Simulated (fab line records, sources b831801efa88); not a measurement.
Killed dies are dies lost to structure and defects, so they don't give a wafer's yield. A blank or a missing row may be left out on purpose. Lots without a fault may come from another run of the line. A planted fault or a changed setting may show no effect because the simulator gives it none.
fab line records | flow sfq_line
record lots=6 wafers=18 last_day=94
route steps=325 shown M1@68 I1@73 M2@88 I2@103 M8@325
lots that met no fault: from a run of the same line without faults
start_h: hours from the record's first day to the start of the lot's first wafer shown | wait_h: hours since the lot's step before | " the same as in the row above | L1.1+2: a row that stands for several wafers | - no value, or no start given | * or withheld: withheld | < > ~ a bound
route shown NAME@n: a module of which the file shows steps, and the number in the route of the first | usual: mean/standard deviation of fault-free wafers | same: alike in all rows | chamber/n: place in a boat | sites: the reading at each site | _std_site: their standard deviation | _edge_site: outer sites' mean less inner sites' | radius_mm: how far each site lies from the wafer's centre | mask NAME#n: copy n | behind: the tool/chamber that last shaped the wafer | hold: why the lot was held/for how many hours/how that ended | device: the transistor (n, p or np) that didn't switch | end of line: the same wafers' tests at the end of the route | a step without rows: its recipe alone | killed: dies lost to structure and defects at the first sort, not the wafer's yield | map: a wafer's dies, x killed, . not, _ none there
set.NAME: the setting as run; set.NAME@STEP: as run at that earlier step | model.NAME: the simulator's own value behind a step, which no gauge read
lots at some steps of the route; a table a step, a row a wafer
services: from which hour (start_h, from the record's first day; less than 0 if before it) a tool's chamber was out of use, for how many hours, and why
## steps
# step SFQ_M1_OVL_MEAS_911
# usual M1_OVL=1/4.9
# columns lot.wafer tool chamber start_h wait_h M1_OVL[nm]
L773.1 overlay-02 - 305.94 0.1 7
L773.2 " - " " 7
L773.5 " - " " 5
L774.2 overlay-01 - 320.31 0.1 -11
L774.5 " - " " -1
L774.6 " - " " -1
L780.1 overlay-02 - 357.50 0.1 -9
L780.3 " - " " 1
L780.4 " - " " -1
L781.3 overlay-01 - 365.91 0.1 8
L781.4 " - " " 1
L781.5 " - " " 6
L789.3 overlay-02 - 421.95 0.1 -3
L789.4 " - " " -3
L789.5 " - " " -1
L792.1 overlay-02 - 444.53 0.1 4
L792.3 " - " " -2
L792.5 " - " " 3
# step SFQ_TRILAYER_M1_BARC_OPEN_METAL_ETCH_054
# recipe mask_material=PR chemistry=O2 target_depth_nm=125 target=BARC icp_w=600 bias_w=80 pressure_mtorr=10 time_s=41.7
# step SFQ_TRILAYER_M1_ETCH_METAL_ETCH_042
# recipe target=Nb stop_on=SiO2 mask_material=PR chemistry=Cl2/Ar target_depth_nm=240 icp_w=600 bias_w=80 pressure_mtorr=10 time_s=120
# step SFQ_TRILAYER_M1_STRIP_STRIP_043
# recipe gas=O2 power_w=200 platen_temp_c=40 overash_fraction=0.65 chemistry=O2 pressure_mtorr=50
# usual drypump_motor_current_A=5.8/0.45 oes_product_au=1.001/0.013
# columns lot.wafer tool chamber start_h wait_h drypump_motor_current_A oes_product_au rf_hours_counter_h
L773.1 rie_metal-04 1 306.16 0.1 5.7 1.022 85
L773.2 " 0 " " 6.2 1.004 182
L773.5 " 0 " " 6.2 1.004 -
L774.2 rie_metal-01 0 320.52 0.1 5.0 1.013 118
L774.5 " 0 " " 5.0 1.000 -
L774.6 " 1 " " 5.6 0.988 -
L780.1 rie_metal-01 0 357.86 0.1 5.0 1.012 125
L780.3 " 0 " " 5.0 1.005 -
L780.4 " 1 " " 5.6 0.990 -
L781.3 rie_metal-04 0 366.32 0.2 6.2 1.006 -
L781.4 " 1 " " 5.7 1.026 -
L781.5 " 0 " " 6.2 1.006 -
L789.3 rie_metal-04 1 422.35 0.2 5.7 1.021 -
L789.4 " 0 " " 6.2 0.981 -
L789.5 " 1 " " 5.7 1.013 -
L792.1 rie_metal-01 1 444.75 0.1 5.6 0.994 42
L792.3 " 1 " " 5.6 0.985 -
L792.5 " 1 " " 5.6 1.002 -
# step SFQ_TRILAYER_M1_STRIP_SOLV_CLEAN_044
# recipe chemistry=NMP temp_c=70 time_s=600
# step SFQ_TRILAYER_I1_DEP_PECVD_045
# recipe material=SiO2 temp_c=150 time_s=111.11 pressure_torr=2.4 rf_w=183.3 precursor=SiH4/N2O target_thk_nm=500
# step SFQ_TRILAYER_I1_CMP_CMP_046
# recipe material=SiO2 down_force_psi=3 platen_rpm=60 pad_velocity_m_s=0.94248
# usual motor_current_A=10.2/0.75 slurry_filter_dp_kPa=13.49/0.14 time_to_endpoint_s=207/11
# columns lot.wafer tool chamber start_h wait_h motor_current_A slurry_filter_dp_kPa time_to_endpoint_s
L773.2 cmp-02 3 309.19 2.2 10.4 13.42 197
L773.1 " 0 " " 10.9 13.43 190
L773.5 " 0 311.69 4.7 10.3 13.53 193
L774.2 cmp-01 3 323.47 2.1 9.1 13.51 202
L774.5 " 0 " " 10.5 13.55 216
L774.6 " 1 " " 10.6 13.50 204
L780.1 cmp-01 0 358.72 0.0 10.3 13.47 219
L780.4 " 2 359.72 1.0 10.1 13.73 210
L780.3 " 3 " " 9.4 13.54 207
L781.4 cmp-02 3 368.87 1.8 10.7 13.33 198
L781.3 " 2 370.37 3.4 9.4 13.61 205
L781.5 " 0 371.37 4.3 11.2 13.58 193
L789.3 cmp-01 3 423.21 0.0 9.5 13.62 219
L789.4 " 0 " " 10.1 13.39 224
L789.5 " 3 425.21 2.0 9.7 13.39 218
L792.3 cmp-02 2 446.71 1.1 9.4 13.49 217
L792.1 " 0 447.71 2.1 11.3 13.48 199
L792.5 " 1 " " 9.0 13.37 208
# step SFQ_I1_BOW_MEAS_912
# recipe mode=bow
# usual I1_BOW=2/9.1
# columns lot.wafer tool chamber start_h wait_h I1_BOW[um]
L773.1 film_metro-03 - 312.19 2.0 -2
L773.2 " - " " 14
L773.5 " - " " 6
L774.2 film_metro-02 - 324.99 1.0 -4
L774.5 " - " " -8
L774.6 " - " " -21
L780.1 film_metro-03 - 361.72 2.5 -1
L780.3 " - " " -14
L780.4 " - " " -3
L781.3 film_metro-02 - 371.91 1.0 -16
L781.4 " - " " -12
L781.5 " - " " -7
L789.3 film_metro-03 - 426.25 2.5 6
L789.4 " - " " -13
L789.5 " - " " -5
L792.1 film_metro-03 - 449.21 1.0 -24
L792.3 " - " " -11
L792.5 " - " " 2
# step SFQ_TRILAYER_I1_METRO_MEASURE_047
# step SFQ_TRILAYER_I1_VIA_LITHO_COAT_054
# recipe resist=BARC spin_rpm=3000 resist_thk_nm=62
# step SFQ_TRILAYER_I1_VIA_LITHO_COAT_049
# recipe resist=KrF spin_rpm=3000 resist_thk_nm=650
# step SFQ_TRILAYER_I1_VIA_LITHO_SOFTBAKE_053
# recipe temp_c=withheld time_s=withheld resist=KrF
# step SFQ_TRILAYER_I1_VIA_LITHO_EXPOSE_050
# recipe mask_id=I1 na=0.6 source_shape=conventional sigma_outer=0.65 target_cd_nm=500 dose_mj=21.3
# usual exposure_dose_mJ_cm2=21.296/0.023
# columns lot.wafer tool chamber start_h wait_h mask exposure_dose_mJ_cm2
L773.1 krf_scanner-02 0 419.23 - I1#0 21.262
L773.2 " 0 " " I1#0 21.295
L773.5 " 0 " " I1#0 21.279
L774.2 krf_scanner-02 0 433.63 - I1#0 21.276
L774.5 " 0 " " I1#0 21.288
L774.6 " 0 " " I1#0 21.279
L780.1 krf_scanner-02 0 476.63 - I1#0 21.246
L780.3 " 0 " " I1#0 21.282
L780.4 " 0 " " I1#0 21.299
L781.3 krf_scanner-02 0 487.83 - I1#0 21.333
L781.4 " 0 " " I1#0 21.306
L781.5 " 0 " " I1#0 21.331
L789.3 krf_scanner-01 0 553.20 - I1#0 21.279
L789.4 " 0 " " I1#0 21.281
L789.5 " 0 " " I1#0 21.308
L792.1 krf_scanner-02 0 576.92 - I1#0 21.268
L792.3 " 0 " " I1#0 21.278
L792.5 " 0 " " I1#0 21.275
# step SFQ_TRILAYER_I1_VIA_LITHO_PEB_052
# recipe peb_temp_c=115 peb_time_s=60 resist=KrF
# step SFQ_TRILAYER_I1_VIA_LITHO_DEVELOP_051
# recipe time_s=60 resist=KrF
# step SFQ_I1_OVL_MEAS_913
# usual I1_OVL=0/6.1
# columns lot.wafer tool chamber start_h wait_h I1_OVL[nm]
L773.1 overlay-02 - 420.73 0.1 7
L773.2 " - " " 3
L773.5 " - " " 6
L774.2 overlay-02 - 434.94 0.1 -4
L774.5 " - " " -2
L774.6 " - " " -10
L780.1 overlay-02 - 478.13 0.1 5
L780.3 " - " " -5
L780.4 " - " " 4
L781.3 overlay-02 - 488.95 0.1 1
L781.4 " - " " 1
L781.5 " - " " 3
L789.3 overlay-01 - 554.31 0.1 -4
L789.4 " - " " 0
L789.5 " - " " -3
L792.1 overlay-01 - 578.42 0.1 -7
L792.3 " - " " -1
L792.5 " - " " -2
# step SFQ_TRILAYER_I1_VIA_BARC_OPEN_VIA_ETCH_071
# recipe mask_material=PR chemistry=O2 target_depth_nm=125 target=BARC source_w=500 bias_w=80 pressure_mtorr=30 time_s=41.7
# usual drypump_motor_current_A=5.5/0.42 oes_product_au=0.685/0.0046
# columns lot.wafer tool chamber start_h wait_h drypump_motor_current_A oes_product_au rf_hours_counter_h model.I1.cd_nm
L773.1 rie_diel-04 3 420.77 0.0 6.3 0.688 15 497.6
L773.2 " 2 " " 5.5 0.679 88 500.1
L773.5 " 3 " " 6.3 0.685 - 497.5
L774.2 rie_diel-01 1 434.97 0.0 5.2 0.684 102 499.4
L774.5 " 0 " " 5.4 0.681 - 498.9
L774.6 " 1 " " 5.2 0.689 - 499.9
L780.1 rie_diel-02 1 478.17 0.0 6.2 0.687 77 553
L780.3 " 2 " " 5.8 0.685 5 500.3
L780.4 " 3 " " 5.9 0.685 56 552.6
L781.3 rie_diel-01 2 488.97 0.0 4.8 0.689 2 502.4
L781.4 " 2 " " 4.8 0.671 - 556.1
L781.5 " 1 " " 5.2 0.688 - 500.5
L789.3 rie_diel-01 3 554.33 0.0 5.7 0.678 1 499.9
L789.4 " 2 " " 4.9 0.686 3 500.6
L789.5 " 0 " " 5.4 0.679 - 500.2
L792.1 rie_diel-02 3 578.46 0.0 5.8 0.685 57 498.6
L792.3 " 1 " " 6.1 0.683 79 497.5
L792.5 " 1 " " 6.1 0.687 - 499
# step SFQ_TRILAYER_I1_VIA_ETCH_VIA_ETCH_052
# recipe target=SiO2 stop_on=Nb mask_material=PR taper_deg=20 chemistry=CHF3 target_depth_nm=260 source_w=500 bias_w=80 pressure_mtorr=30 time_s=withheld
# usual drypump_motor_current_A=5.5/0.42 oes_product_au=0.852/0.0057
# columns lot.wafer tool chamber start_h wait_h drypump_motor_current_A oes_product_au model.I1.cd_nm
L773.1 rie_diel-04 3 420.81 0.0 6.3 0.849 499.4
L773.2 " 2 " " 5.5 0.862 500.4
L773.5 " 3 " " 6.3 0.849 499
L774.2 rie_diel-01 1 435.01 0.0 5.2 0.851 502.2
L774.5 " 0 " " 5.4 0.860 499.5
L774.6 " 1 " " 5.2 0.849 502.4
L780.1 rie_diel-02 1 478.21 0.0 6.1 0.857 550.1
L780.3 " 2 " " 5.8 0.850 503.2
L780.4 " 3 " " 5.9 0.853 550.8
L781.3 rie_diel-01 2 489.01 0.0 4.8 0.849 506
L781.4 " 2 " " 4.8 0.847 559.4
L781.5 " 1 " " 5.2 0.842 500.6
L789.3 rie_diel-01 3 554.37 0.0 5.6 0.855 496
L789.4 " 2 " " 4.8 0.863 503.3
L789.5 " 0 " " 5.4 0.860 500.7
L792.1 rie_diel-02 3 578.50 0.0 5.9 0.846 496.9
L792.3 " 1 " " 6.1 0.854 494
L792.5 " 1 " " 6.1 0.849 495.4
# step SFQ_TRILAYER_I1_VIA_STRIP_STRIP_053
# recipe gas=O2 power_w=200 platen_temp_c=40 overash_fraction=0.65 chemistry=O2 pressure_mtorr=50
# step SFQ_TRILAYER_I1_VIA_STRIP_SOLV_CLEAN_054
# recipe chemistry=NMP temp_c=70 time_s=600
# step SFQ_TRILAYER_M2_DEP_PRE_CLEAN_056
# recipe gas=Ar time_s=22.5 bias_v=250
# step SFQ_TRILAYER_M2_DEP_SPUTTER_055
# recipe material=Nb base_pressure_pa=1.33e-06 chamber_pressure_pa=0.1333 substrate_temp_c=20 resputter_cathode_voltage_v=400 target_thk_nm=200 power_w=2000 time_s=133.3
# step SFQ_M2_RS_MEAS_914
# recipe thk_meas_gauge=four-point-probe reads=Nb_of_TRILAYER_M2_DEP_SPUTTER_055
# usual M2_NB_RS=0.886/0.012
# columns lot.wafer tool chamber start_h wait_h M2_NB_RS[ohm/sq]
L773.1 film_metro-04 - 421.83 0.0 0.891
L773.2 " - " " 0.882
L773.5 " - " " 0.888
L774.2 film_metro-03 - 436.04 0.1 0.867
L774.5 " - " " 0.859
L774.6 " - " " 0.875
L780.1 film_metro-02 - 479.22 0.0 0.887
L780.3 " - " " 0.880
L780.4 " - " " 0.860
L781.3 film_metro-03 - 490.07 0.1 0.897
L781.4 " - " " 0.880
L781.5 " - " " 0.885
L789.3 film_metro-03 - 555.42 0.1 0.901
L789.4 " - " " 0.902
L789.5 " - " " 0.902
L792.1 film_metro-04 - 579.51 0.0 0.896
L792.3 " - " " 0.887
L792.5 " - " " 0.912
# step SFQ_TRILAYER_M2_LITHO_COAT_062
# recipe resist=BARC spin_rpm=3000 resist_thk_nm=62
# step SFQ_TRILAYER_M2_LITHO_COAT_057
# recipe resist=KrF spin_rpm=3000 resist_thk_nm=600
# step SFQ_TRILAYER_M2_LITHO_SOFTBAKE_061
# recipe temp_c=withheld time_s=withheld resist=KrF
# step SFQ_TRILAYER_M2_LITHO_EXPOSE_058
# recipe mask_id=M2 na=0.6 source_shape=conventional sigma_outer=0.65 target_cd_nm=500 dose_mj=14.4
# step SFQ_TRILAYER_M2_LITHO_PEB_060
# recipe peb_temp_c=115 peb_time_s=60 resist=KrF
# step SFQ_TRILAYER_M2_LITHO_DEVELOP_059
# recipe time_s=60 resist=KrF
# step SFQ_M2_OVL_MEAS_916
# usual M2_OVL=-2/5.3
# columns lot.wafer tool chamber start_h wait_h M2_OVL[nm]
L773.1 overlay-01 - 547.10 0.1 4
L773.2 " - " " 3
L773.5 " - " " 6
L774.2 overlay-02 - 567.50 0.1 -1
L774.5 " - " " -5
L774.6 " - " " -4
L780.1 overlay-02 - 622.22 0.1 -8
L780.3 " - " " -11
L780.4 " - " " -13
L781.3 overlay-02 - 639.48 0.1 -9
L781.4 " - " " -3
L781.5 " - " " -13
L789.3 overlay-02 - 707.42 0.1 -1
L789.4 " - " " -3
L789.5 " - " " -7
L792.1 overlay-02 - 724.46 0.1 -8
L792.3 " - " " -3
L792.5 " - " " -6
# step SFQ_TRILAYER_M2_BARC_OPEN_METAL_ETCH_077
# recipe mask_material=PR chemistry=O2 target_depth_nm=125 target=BARC icp_w=600 bias_w=80 pressure_mtorr=10 time_s=41.7
# usual drypump_motor_current_A=5.6/0.56 oes_product_au=0.685/0.0049
# columns lot.wafer tool chamber start_h wait_h drypump_motor_current_A oes_product_au rf_hours_counter_h
L773.1 rie_metal-01 0 547.13 0.0 5.0 0.679 160
L773.2 " 1 " " 5.6 0.687 59
L773.5 " 1 " " 5.6 0.688 -
L774.2 rie_metal-03 1 567.53 0.0 6.5 0.682 103
L774.5 " 0 " " 5.1 0.683 -
L774.6 " 1 " " 6.5 0.678 -
L780.1 rie_metal-01 1 622.25 0.0 5.6 0.683 71
L780.3 " 1 " " 5.6 0.687 -
L780.4 " 1 " " 5.6 0.693 -
L781.3 rie_metal-01 0 639.52 0.0 5.0 0.687 -
L781.4 " 1 " " 5.6 0.690 -
L781.5 " 1 " " 5.6 0.680 -
L789.3 rie_metal-01 1 707.47 0.0 5.6 0.678 -
L789.4 " 0 " " 5.0 0.684 -
L789.5 " 1 " " 5.6 0.692 -
L792.1 rie_metal-03 1 724.50 0.0 6.5 0.689 126
L792.3 " 1 " " 6.5 0.679 -
L792.5 " 0 " " 5.0 0.690 -
# step SFQ_TRILAYER_M2_ETCH_METAL_ETCH_060
# recipe target=Nb stop_on=SiO2 mask_material=PR chemistry=Cl2/Ar target_depth_nm=240 icp_w=600 bias_w=80 pressure_mtorr=10 time_s=120
# usual drypump_motor_current_A=5.6/0.56 oes_product_au=0.897/0.0085
# columns lot.wafer tool chamber start_h wait_h drypump_motor_current_A oes_product_au rf_hours_counter_h
L773.1 rie_metal-01 0 547.19 0.0 5.0 0.890 160
L773.2 " 1 " " 5.6 0.897 59
L773.5 " 1 " " 5.6 0.896 -
L774.2 rie_metal-03 1 567.59 0.0 6.5 0.914 103
L774.5 " 0 " " 5.0 0.911 -
L774.6 " 1 " " 6.5 0.902 -
L780.1 rie_metal-01 1 622.37 0.1 5.6 0.898 71
L780.3 " 1 " " 5.6 0.899 -
L780.4 " 1 " " 5.6 0.912 -
L781.3 rie_metal-01 0 639.60 0.1 5.0 0.888 -
L781.4 " 1 " " 5.6 0.900 -
L781.5 " 1 " " 5.6 0.900 -
L789.3 rie_metal-01 1 707.55 0.1 5.6 0.891 -
L789.4 " 0 " " 5.0 0.889 -
L789.5 " 1 " " 5.6 0.886 -
L792.1 rie_metal-03 1 724.56 0.0 6.5 0.895 126
L792.3 " 1 " " 6.5 0.898 -
L792.5 " 0 " " 5.1 0.885 -
# step SFQ_TRILAYER_M2_STRIP_STRIP_061
# recipe gas=O2 power_w=200 platen_temp_c=40 overash_fraction=0.65 chemistry=O2 pressure_mtorr=50
# step SFQ_TRILAYER_M2_STRIP_SOLV_CLEAN_062
# recipe chemistry=NMP temp_c=70 time_s=600
# step SFQ_TRILAYER_I2_DEP_PECVD_063
# recipe material=SiO2 temp_c=150 time_s=111.11 pressure_torr=2.4 rf_w=183.3 precursor=SiH4/N2O target_thk_nm=500
# step SFQ_TRILAYER_I2_CMP_CMP_064
# recipe material=SiO2 down_force_psi=3 platen_rpm=60 pad_velocity_m_s=0.94248
# step SFQ_I2_BOW_MEAS_917
# recipe mode=bow
# usual I2_BOW=3/9.5
# columns lot.wafer tool chamber start_h wait_h I2_BOW[um]
L773.1 film_metro-03 - 561.44 2.5 -6
L773.2 " - " " 10
L773.5 " - " " 3
L774.2 film_metro-01 - 582.46 2.5 1
L774.5 " - " " -4
L774.6 " - " " -16
L780.1 film_metro-03 - 640.19 1.5 -2
L780.3 " - " " -15
L780.4 " - " " -3
L781.3 film_metro-04 - 660.83 1.5 -13
L781.4 " - " " -10
L781.5 " - " " -5
L789.3 film_metro-03 - 723.83 2.5 9
L789.4 " - " " -10
L789.5 " - " " -3
L792.1 film_metro-04 - 735.79 1.5 -20
L792.3 " - " " -7
L792.5 " - " " 6
# step SFQ_TRILAYER_I2_METRO_MEASURE_065
# usual thk_nm=199.5/1.5
# columns lot.wafer tool chamber start_h wait_h thk_nm
L773.1 film_metro-03 - 561.56 0.1 201.8
L773.2 " - " " 200.2
L773.5 " - " " 202.3
L774.2 film_metro-01 - 582.76 0.3 196.6
L774.5 " - " " 198.0
L774.6 " - " " 198.5
L780.1 film_metro-03 - 640.31 0.1 200.1
L780.3 " - " " 200.1
L780.4 " - " " 201.8
L781.3 film_metro-04 - 661.31 0.5 199.4
L781.4 " - " " 198.5
L781.5 " - " " 197.9
L789.3 film_metro-03 - 724.31 0.5 199.4
L789.4 " - " " 197.5
L789.5 " - " " 199.4
L792.1 film_metro-04 - 735.91 0.1 199.8
L792.3 " - " " 198.5
L792.5 " - " " 199.5
# step SFQ_TRILAYER_I2_VIA_LITHO_COAT_072
# recipe resist=BARC spin_rpm=3000 resist_thk_nm=62
# step SFQ_TRILAYER_I2_VIA_LITHO_COAT_067
# recipe resist=KrF spin_rpm=3000 resist_thk_nm=650
# step SFQ_TRILAYER_I2_VIA_LITHO_SOFTBAKE_071
# recipe temp_c=withheld time_s=withheld resist=KrF
# step SFQ_M8_BOW_MEAS_951
# recipe mode=bow
# usual M8_BOW=9/11
# columns lot.wafer tool chamber start_h wait_h M8_BOW[um] model.etest.i1.link_ohm
L773.1 film_metro-01 - 2048.04 0.0 6 1.982
L773.2 " - " " 19 1.974
L773.5 " - " " 14 1.976
L774.2 film_metro-04 - 2051.66 0.0 3 1.94
L774.5 " - " " -1 1.936
L774.6 " - " " -13 1.929
L780.1 film_metro-04 - 2068.73 0.0 6 1.924
L780.3 " - " " -6 1.969
L780.4 " - " " 5 1.916
L781.3 film_metro-03 - 2078.37 0.0 -6 1.957
L781.4 " - " " -4 1.909
L781.5 " - " " 2 1.942
L789.3 film_metro-04 - 2188.27 0.0 30 1.989
L789.4 " - " " 11 1.968
L789.5 " - " " 18 1.977
L792.1 film_metro-04 - 2251.95 0.0 -13 1.963
L792.3 " - " " 1 1.961
L792.5 " - " " 15 1.982
## services
# columns tool chamber start_h hours kind
krf_scanner-02 - 309.24 3.6 pm
rie_diel-02 2 338.96 1.8 repair
rie_diel-01 1 343.67 5.3 repair
rie_diel-01 - 352.73 28.1 pm
krf_scanner-02 - 365.60 1.3 pm
krf_scanner-02 - 366.90 0.8 pm
rie_diel-01 - 403.54 0.4 repair
krf_scanner-02 - 431.23 1.0 pm
rie_diel-02 2 440.97 2.2 repair
rie_diel-01 - 460.58 0.7 repair
rie_diel-01 - 518.27 4.3 pm
krf_scanner-02 - 535.43 0.8 pm
krf_scanner-02 - 540.77 1.3 pm
krf_scanner-02 - 544.49 30.7 repair
rie_diel-01 3 578.06 5.4 repair
krf_scanner-02 - 599.72 4.4 pm
krf_scanner-02 - 604.12 1.0 pm
rie_diel-01 - 614.67 2.8 pm
rie_metal-01 0 618.26 5.6 repair
krf_scanner-02 - 630.28 0.1 repair
rie_diel-01 1 635.44 8.9 repair
rie_diel-01 1 687.34 7.4 repair
krf_scanner-02 - 703.68 0.8 pm
krf_scanner-02 - 716.84 1.3 pm
## key
first_sign none at tools or gauges
model_effect step=SFQ_TRILAYER_I1_VIA_BARC_OPEN_VIA_ETCH_071 value=I1.cd_nm without=499.3 struck=553.9
model_effect step=SFQ_TRILAYER_I1_VIA_ETCH_VIA_ETCH_052 value=I1.cd_nm without=498.8 struck=553.4
model_effect step=SFQ_M8_BOW_MEAS_951 value=etest.i1.link_ohm without=1.951 struck=1.916
met_at SFQ_TRILAYER_I1_VIA_LITHO_EXPOSE_050
struck_wafers L780.1,L780.4,L781.4
onset_between 433.63 476.63
fault kind=process_parameter_drift tool=krf_scanner-02 chamber=- onset_h=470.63 steps=SFQ_TRILAYER_I1_VIA_LITHO_EXPOSE_050 channel=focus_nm offset=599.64 shape=step end_h=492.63 scope=struck_wafers_only
